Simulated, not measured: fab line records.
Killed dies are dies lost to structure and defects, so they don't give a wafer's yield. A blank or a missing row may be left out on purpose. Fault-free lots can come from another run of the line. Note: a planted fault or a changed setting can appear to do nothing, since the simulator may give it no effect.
What tool caused it? | flow sky130 | Sampling: 11 lots, 33 wafers, 2 of 708 route steps

== WHAT EACH GAUGE READ, for each wafer ==
SKY_PASSIVATION_THK_MEAS_03.
lot  | measured     | on            | PASSIVATION_CVD_02_THK (nm)
L175 | day 43 20:38 | film-metro-04 | 551 543 550
L177 | day 44 06:45 | film-metro-03 | 529 541 539
L176 | day 44 09:22 | film-metro-01 | 528 543 548
L179 | day 44 20:53 | film-metro-04 | 523 542 538
L182 | day 45 20:28 | film-metro-04 | 530 532 543
L184 | day 46 10:05 | film-metro-04 | 508 537 533
L190 | day 47 21:33 | film-metro-03 | 526 548 542
L191 | day 48 02:40 | film-metro-03 | 530 533 541
L196 | day 49 04:07 | film-metro-03 | 544 552 543
L197 | day 49 08:28 | film-metro-04 | 541 550 557
L198 | day 49 10:27 | film-metro-04 | 542 542 536

== WHAT TOOL EACH LOT RAN ON (gives the tool, then ch and the chambers of the sampled wafers, and finally the start) ==
lot  | SKY_PASSIVATION_CVD_02
L175 | pecvd-01 ch 0,1,2, day 43 20:29
L177 | pecvd-02 ch 1,2, day 44 06:31
L176 | pecvd-02 ch 0,1, day 44 09:02
L179 | pecvd-01 ch 1,2, day 44 20:39
L182 | pecvd-01 ch 1,2, day 45 20:14
L184 | pecvd-01 ch 0,1,2, day 46 09:52
L190 | pecvd-03 ch 0,1,2, day 47 21:19
L191 | pecvd-02 ch 0,2, day 48 02:26
L196 | pecvd-03 ch 0,1, day 49 03:51
L197 | pecvd-03 ch 0,2, day 49 08:14
L198 | pecvd-02 ch 0,1, day 49 10:14
- SKY_PASSIVATION_CVD_02: deposits Si3N4, target thk 540 nm.

== THE ANSWER, worked out from the rows above alone ==
Rule: the lots themselves supply what counts as usual. The widest of any qualifying gaps counts: lots, ordered by their means at a reading, are off when they make up no more than a third of the lots, leave a main group of 4 or more, and stand apart from it by 3 or more times the standard deviation of that group's means. The tables above print the reading to a certain number of digits; a main group whose means all agree to those digits is not used. A lot without any number at a reading at which 4 lots or more have one is off too. All remaining lots with rows at the step are treated as sound.
Across all readings shown, no lot is off: no conclusion can be drawn from this.

== WHAT THE SIMULATOR HAD INSERTED ==
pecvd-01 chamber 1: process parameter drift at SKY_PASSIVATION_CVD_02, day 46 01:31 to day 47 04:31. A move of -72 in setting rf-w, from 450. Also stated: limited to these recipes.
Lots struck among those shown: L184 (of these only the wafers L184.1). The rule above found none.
